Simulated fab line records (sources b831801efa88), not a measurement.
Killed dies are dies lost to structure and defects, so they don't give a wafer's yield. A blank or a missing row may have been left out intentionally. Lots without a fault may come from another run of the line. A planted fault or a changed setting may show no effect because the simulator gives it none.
fab line records ; flow sky130
record: lots: 13; wafers: 39; last-day: 50
route steps=708 shown VT_ADJUST_PCH@150 RES_PROTECT@208 POLY_GATE@227 PAD_OPEN@708
lots untouched by any fault: they come from a run of this same line in which no faults occurred
start-h: hours from the record's opening day to when the first of the lot's shown wafers began ; wait-h: hours from the lot's prior step to this one ; " the same as in the row above ; L1.1+2: a row that stands for several wafers ; - value missing, or start not given ; * or withheld: withheld ; < > ~ a bound
route shown NAME@n: a module of which the file shows steps, and the number in the route of the first ; usual: mean and standard deviation over wafers with no fault ; same: alike in all rows ; chamber/n: place in a boat ; sites: each site's reading ; _std_site: the standard deviation of these ; _edge_site: mean of outer sites minus mean of inner sites ; radius-mm: how far each site lies from the wafer's centre ; mask NAME#n: copy n ; behind: the tool/chamber that last shaped the wafer ; hold: reason for holding the lot/hours on hold/outcome of the hold ; device: names the non-switching transistor (n, p or np) ; end of line: at the end of the route, the tests of the same wafers ; a step without rows: its recipe alone ; killed: dies lost to structure and defects at the first sort, not the wafer's yield ; map: a wafer's dies, marking killed ones x, the rest . and places with no die _
set.NAME: the setting as run; set.NAME@STEP: as run at that earlier step ; model.NAME: the simulator's own value behind a step, which no gauge read
a sample of lots followed through the steps of the route, with each step as a table and each wafer as a row
services: the hour from which a tool's chamber was out of use, counted from the record's first day as start-h (under 0 if before that day), plus the number of hours and why
== steps ==
step: SKY_VT_ADJUST_PCH_OVL_MEAS_07
usual: VT_ADJUST_PCH_OVL: -0.3/1.3
lot.wafer;tool;chamber;start-h;wait-h;VT_ADJUST_PCH_OVL[nm]
L286.1;overlay-01;-;220.88;-;0.4
L286.2;overlay-01;-;220.88;-;0.8
L286.3;overlay-01;-;220.88;-;0.3
L287.1;overlay-01;-;232.13;-;1.6
L287.4;overlay-01;-;232.13;-;0.3
L287.5;overlay-01;-;232.13;-;1.8
L288.1;overlay-02;-;242.98;-;1.5
L288.3;overlay-02;-;242.98;-;1.2
L288.4;overlay-02;-;242.98;-;1.6
L289.1;overlay-02;-;245.11;-;-0.4
L289.4;overlay-02;-;245.11;-;-0.4
L289.6;overlay-02;-;245.11;-;0.0
L290.2;overlay-01;-;255.53;-;-2.3
L290.3;overlay-01;-;255.53;-;-0.5
L290.5;overlay-01;-;255.53;-;-1.6
L294.2;overlay-01;-;284.03;-;1.4
L294.3;overlay-01;-;284.03;-;0.8
L294.6;overlay-01;-;284.03;-;0.2
L298.2;overlay-02;-;319.83;-;0.1
L298.3;overlay-02;-;319.83;-;-0.8
L298.6;overlay-02;-;319.83;-;0.1
L299.1;overlay-01;-;323.33;-;-0.2
L299.2;overlay-01;-;323.33;-;0.0
L299.3;overlay-01;-;323.33;-;1.4
L300.1;overlay-02;-;335.52;-;-0.7
L300.4;overlay-02;-;335.52;-;0.3
L300.5;overlay-02;-;335.52;-;-0.2
L302.1;overlay-01;-;349.68;-;-2.4
L302.3;overlay-01;-;349.68;-;-2.3
L302.6;overlay-01;-;349.68;-;-1.2
L304.1;overlay-01;-;365.68;-;-1.3
L304.2;overlay-01;-;365.68;-;-0.9
L304.6;overlay-01;-;365.68;-;-1.4
L308.2;overlay-02;-;398.53;-;-1.9
L308.5;overlay-02;-;398.53;-;-1.7
L308.6;overlay-02;-;398.53;-;-2.1
L309.3;overlay-02;-;403.94;-;0.2
L309.4;overlay-02;-;403.94;-;0.4
L309.5;overlay-02;-;403.94;-;-1.3
step: SKY_RES_PROTECT_COAT_02
recipe: resist: NOVOLAK; spin-rpm: 3000; resist-thk-nm: 1140
usual: spin-speed-rpm: 3000.0/2.2
lot.wafer;tool;chamber;start-h;wait-h;spin-speed-rpm
L286.1;litho-track-01;0;315.38;0.1;3003.9
L286.2;litho-track-01;0;315.38;0.1;2995.4
L286.3;litho-track-01;0;315.38;0.1;2997.3
L287.1;litho-track-03;0;332.26;0.1;2998.2
L287.4;litho-track-03;0;332.26;0.1;3000.7
L287.5;litho-track-03;0;332.26;0.1;2998.4
L288.1;litho-track-01;0;344.58;0.1;3001.7
L288.3;litho-track-01;0;344.58;0.1;3004.0
L288.4;litho-track-01;0;344.58;0.1;3002.3
L289.1;litho-track-04;0;345.72;0.1;2999.8
L289.4;litho-track-04;0;345.72;0.1;3001.2
L289.6;litho-track-04;0;345.72;0.1;3002.8
L290.2;litho-track-04;0;359.00;0.1;3000.1
L290.3;litho-track-04;0;359.00;0.1;2996.7
L290.5;litho-track-04;0;359.00;0.1;2999.2
L294.2;litho-track-03;0;389.73;0.1;3002.1
L294.3;litho-track-03;0;389.73;0.1;3004.8
L294.6;litho-track-03;0;389.73;0.1;3003.4
L298.2;litho-track-04;0;432.95;0.1;2996.9
L298.3;litho-track-04;0;432.95;0.1;3000.0
L298.6;litho-track-04;0;432.95;0.1;2999.3
L299.1;litho-track-01;0;435.93;0.1;2995.5
L299.2;litho-track-01;0;435.93;0.1;3001.6
L299.3;litho-track-01;0;435.93;0.1;3001.4
L300.1;litho-track-03;0;447.41;0.1;3001.4
L300.4;litho-track-03;0;447.41;0.1;2998.1
L300.5;litho-track-03;0;447.41;0.1;3001.9
L302.1;litho-track-04;0;465.52;0.1;3000.7
L302.3;litho-track-04;0;465.52;0.1;3001.4
L302.6;litho-track-04;0;465.52;0.1;2999.3
L304.1;litho-track-04;0;483.12;0.1;2999.8
L304.2;litho-track-04;0;483.12;0.1;2997.2
L304.6;litho-track-04;0;483.12;0.1;2999.3
L308.2;litho-track-04;0;513.35;0.1;2948.5
L308.5;litho-track-04;0;513.35;0.1;2951.6
L308.6;litho-track-04;0;513.35;0.1;2949.4
L309.3;litho-track-04;0;535.57;0.1;2949.1
L309.4;litho-track-04;0;535.57;0.1;2951.1
L309.5;litho-track-04;0;535.57;0.1;2950.3
step: SKY_POLY_GATE_CD_MEAS_13
recipe: target-cd-nm: 150
usual: cd-nm: 150.3/1.3
lot.wafer;tool;chamber;start-h;wait-h;cd-nm
L286.1;cd-sem-01;-;359.98;-;152.7
L286.2;cd-sem-01;-;359.98;-;151.5
L286.3;cd-sem-01;-;359.98;-;152.5
L287.1;cd-sem-01;-;376.04;-;150.1
L287.4;cd-sem-01;-;376.04;-;150.3
L287.5;cd-sem-01;-;376.04;-;150.4
L288.1;cd-sem-02;-;389.11;-;149.1
L288.3;cd-sem-02;-;389.11;-;150.6
L288.4;cd-sem-02;-;389.11;-;151.2
L289.1;cd-sem-01;-;390.64;-;148.6
L289.4;cd-sem-01;-;390.64;-;150.0
L289.6;cd-sem-01;-;390.64;-;148.5
L290.2;cd-sem-02;-;404.30;-;146.5
L290.3;cd-sem-02;-;404.30;-;147.7
L290.5;cd-sem-02;-;404.30;-;147.8
L294.2;cd-sem-01;-;438.43;-;151.0
L294.3;cd-sem-01;-;438.43;-;150.7
L294.6;cd-sem-01;-;438.43;-;152.3
L298.2;cd-sem-02;-;479.95;-;151.6
L298.3;cd-sem-02;-;479.95;-;151.6
L298.6;cd-sem-02;-;479.95;-;151.8
L299.1;cd-sem-02;-;485.36;-;149.0
L299.2;cd-sem-02;-;485.36;-;149.2
L299.3;cd-sem-02;-;485.36;-;149.0
L300.1;cd-sem-02;-;496.24;-;149.8
L300.4;cd-sem-02;-;496.24;-;150.3
L300.5;cd-sem-02;-;496.24;-;149.7
L302.1;cd-sem-02;-;512.44;-;150.6
L302.3;cd-sem-02;-;512.44;-;150.3
L302.6;cd-sem-02;-;512.44;-;149.5
L304.1;cd-sem-02;-;532.23;-;151.9
L304.2;cd-sem-02;-;532.23;-;151.3
L304.6;cd-sem-02;-;532.23;-;150.2
L308.2;cd-sem-01;-;560.65;-;150.1
L308.5;cd-sem-01;-;560.65;-;149.1
L308.6;cd-sem-01;-;560.65;-;148.9
L309.3;cd-sem-01;-;582.27;-;151.0
L309.4;cd-sem-01;-;582.27;-;149.7
L309.5;cd-sem-01;-;582.27;-;150.6
step: SKY_POLY_GATE_ETCH_16
recipe: stop-on: poly-Si; chemistry: CH3F/O2; target: Si3N4; source-w: 400; bias-w: 80; pressure-mtorr: 25; ch3f-flow-sccm: 40; O2_flow_sccm: 30; time-s: 147.5; target-depth-a: 750
usual: drypump-motor-current-A: 5.9/0.52; oes-product-au: 0.640/0.0054; throttle-valve-pct: 10.534/0.009
lot.wafer;tool;chamber;start-h;wait-h;drypump-motor-current-A;oes-product-au;rf-hours-counter-h;throttle-valve-pct
L286.1;rie-diel-04;2;360.22;0.0;6.5;0.640;2;10.532
L286.2;rie-diel-04;3;360.22;0.0;6.1;0.641;24;10.537
L286.3;rie-diel-04;0;360.22;0.0;6.1;0.638;3;10.532
L287.1;rie-diel-01;0;376.28;0.0;5.7;0.644;2;10.526
L287.4;rie-diel-01;2;376.28;0.0;6.5;0.642;-;10.525
L287.5;rie-diel-01;0;376.28;0.0;5.7;0.636;-;10.532
L288.1;rie-diel-03;3;389.35;0.0;6.7;0.634;7;10.525
L288.3;rie-diel-03;1;389.35;0.0;5.3;0.638;87;10.527
L288.4;rie-diel-03;1;389.35;0.0;5.3;0.648;-;10.531
L289.1;rie-diel-04;3;390.88;0.0;6.0;0.637;25;10.538
L289.4;rie-diel-04;2;390.88;0.0;6.5;0.637;-;10.542
L289.6;rie-diel-04;1;390.88;0.0;5.1;0.636;-;10.541
L290.2;rie-diel-03;2;404.52;0.0;5.0;0.640;0;10.519
L290.3;rie-diel-03;3;404.52;0.0;6.7;0.638;7;10.524
L290.5;rie-diel-03;3;404.52;0.0;6.7;0.654;-;10.524
L294.2;rie-diel-04;3;438.65;0.0;6.1;0.639;25;10.536
L294.3;rie-diel-04;2;438.65;0.0;6.5;0.646;4;10.544
L294.6;rie-diel-04;1;438.65;0.0;5.1;0.636;-;10.531
L298.2;rie-diel-04;1;480.17;0.0;5.1;0.635;6;10.534
L298.3;rie-diel-04;2;480.17;0.0;6.4;0.630;4;10.545
L298.6;rie-diel-04;3;480.17;0.0;6.1;0.637;-;10.547
L299.1;rie-diel-04;0;485.60;0.0;6.0;0.631;6;10.537
L299.2;rie-diel-04;3;485.60;0.0;6.1;0.640;26;10.539
L299.3;rie-diel-04;1;485.60;0.0;5.1;0.653;6;10.522
L300.1;rie-diel-01;2;496.48;0.0;6.5;0.647;47;10.545
L300.4;rie-diel-01;0;496.48;0.0;5.7;0.640;4;10.540
L300.5;rie-diel-01;3;496.48;0.0;5.8;0.643;-;10.547
L302.1;rie-diel-04;1;512.68;0.0;5.1;0.645;6;10.549
L302.3;rie-diel-04;0;512.68;0.0;6.1;0.639;6;10.535
L302.6;rie-diel-04;1;512.68;0.0;5.1;0.639;-;10.549
L304.1;rie-diel-01;0;532.47;0.0;5.7;0.636;5;10.540
L304.2;rie-diel-01;2;532.47;0.0;6.5;0.637;48;10.516
L304.6;rie-diel-01;1;532.47;0.0;5.7;0.639;-;10.540
L308.2;rie-diel-01;2;560.87;0.0;6.5;0.643;48;10.541
L308.5;rie-diel-01;0;560.87;0.0;5.7;0.636;-;10.544
L308.6;rie-diel-01;3;560.87;0.0;5.8;0.636;-;10.531
L309.3;rie-diel-01;2;582.47;0.0;6.5;0.641;49;10.543
L309.4;rie-diel-01;3;582.47;0.0;5.8;0.650;4;10.538
L309.5;rie-diel-01;3;582.47;0.0;5.7;0.646;-;10.544
step: SKY_PAD_OPEN_PROBE_99
usual: killed_at_M0_to_M3: 43/7.2; killed_at_M4_up: 3.0/1.7; killed-at-contacts: 24/5.3; killed-at-front-end: 15/4.6; killed-at-other: 0.3/0.5; killed-dies: 85/10; killed-open: 46/7.2; killed-short: 39/6.4
same: gross-dies: 492; killed-at-back-side: 0
lot.wafer;tool;chamber;start-h;wait-h;killed_at_M0_to_M3;killed_at_M4_up;killed-at-contacts;killed-at-front-end;killed-at-other;killed-dies;killed-open;killed-short
L300.1;prober-02;-;1157.24;0.1;34;3;24;20;1;82;46;36
L300.4;prober-02;-;1157.39;0.2;52;5;20;14;0;91;46;45
L300.5;prober-02;-;1157.44;0.2;47;1;13;11;1;73;38;35
L302.1;prober-02;-;1169.58;0.1;43;2;38;6;0;89;53;36
L302.3;prober-02;-;1169.68;0.2;32;3;25;11;0;71;39;32
L302.6;prober-02;-;1169.83;0.2;37;1;19;7;0;64;38;26
killed by level:class
L300.1 CONTACT:geometric-particle:open=13 VIA3:geometric-particle:open=7 METAL2:geometric-particle:short=7 FIELD_ISO:geometric-particle:short=6 VIA2:geometric-particle:open=6 VIA1:geometric-particle:open=6 POLY_GATE:geometric-particle:short=5 FIELD_ISO:geometric-particle:open=4
L300.4 VIA1:geometric-particle:open=10 CONTACT:geometric-particle:open=8 METAL2:geometric-particle:short=8 VIA2:geometric-particle:open=8 VIA3:geometric-particle:open=6 VIA3:geometric-particle:short=5 METAL4:geometric-particle:short=5 VIA2:geometric-particle:short=5
L300.5 VIA1:geometric-particle:open=9 VIA2:geometric-particle:open=8 VIA3:geometric-particle:open=7 VIA2:geometric-particle:short=5 METAL1:geometric-particle:short=4 LI_CONTACT:geometric-particle:open=4 CONTACT:geometric-particle:open=4 METAL2:geometric-particle:short=4
L302.1 CONTACT:geometric-particle:open=12 VIA1:geometric-particle:open=10 LI_CONTACT:geometric-particle:open=9 CONTACT:geometric-particle:short=8 LOCAL_INTERCONNECT:geometric-particle:short=7 VIA2:geometric-particle:open=7 METAL1:geometric-particle:short=6 VIA3:geometric-particle:open=5
L302.3 CONTACT:geometric-particle:open=10 VIA3:geometric-particle:open=8 METAL1:geometric-particle:short=7 METAL2:geometric-particle:short=6 LI_CONTACT:geometric-particle:open=5 CONTACT:geometric-particle:short=5 VIA1:geometric-particle:open=4 LOCAL_INTERCONNECT:geometric-particle:open=3
L302.6 VIA1:geometric-particle:open=10 CONTACT:geometric-particle:open=9 METAL2:geometric-particle:short=6 LI_CONTACT:geometric-particle:open=5 VIA2:geometric-particle:short=5 VIA2:geometric-particle:open=5 LOCAL_INTERCONNECT:geometric-particle:short=3 VIA1:geometric-particle:short=3
== services ==
tool;chamber;start-h;hours;kind
rie-diel-01;0;303.27;2.8;repair
rie-diel-03;2;314.28;3.5;repair
rie-diel-04;1;339.93;21.0;repair
rie-diel-03;0;374.27;3.0;repair
rie-diel-04;-;374.83;14.6;pm
rie-diel-01;3;375.00;-;clean
rie-diel-01;3;375.00;17.2;scheduled-down
rie-diel-01;3;375.00;17.2;vent-cycle
rie-diel-03;2;377.26;-;clean
rie-diel-03;2;377.26;17.4;scheduled-down
rie-diel-03;2;377.26;17.4;vent-cycle
rie-diel-04;0;390.40;4.1;repair
rie-diel-04;3;391.02;3.5;repair
rie-diel-04;2;398.71;10.5;repair
rie-diel-01;-;409.23;2.3;repair
rie-diel-04;3;421.42;9.7;repair
rie-diel-03;-;493.02;0.3;repair
rie-diel-03;2;501.81;16.1;repair
rie-diel-03;0;517.27;3.3;repair
rie-diel-03;1;520.53;-;clean
rie-diel-03;-;529.21;10.0;repair
rie-diel-01;0;534.79;7.2;repair
rie-diel-03;3;537.80;39.3;repair
rie-diel-04;0;554.80;3.1;repair
== key ==
first-sign: step: SKY_RES_PROTECT_COAT_02; reading: spin-speed-rpm; direction: down; sigmas: 22; usual: 3000.0; struck: 2950.0
effect none on later readings
met-at SKY_RES_PROTECT_COAT_02
struck-lots L308,L309
tester-left-out L308,L309
not-acting-at SKY_VT_ADJUST_PCH_OVL_MEAS_07,SKY_POLY_GATE_CD_MEAS_13,SKY_POLY_GATE_ETCH_16
onset-between 483.12 513.35
fault: kind: process-parameter-drift; tool: litho-track-04; chamber: -; onset-h: 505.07; steps: SKY_RES_PROTECT_COAT_02; channel: spin-rpm; offset: -50.034; shape: step; end-h: 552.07; acts-in: these-recipes-only; stated: 3000
tester-left-out: of these lots the tester's yield and bins aren't shown, on N5 and GAA mostly nor the transistor test; their killed dies are dies lost to structure and defects alone, not to doping, threshold or leakage, so they don't give the yield
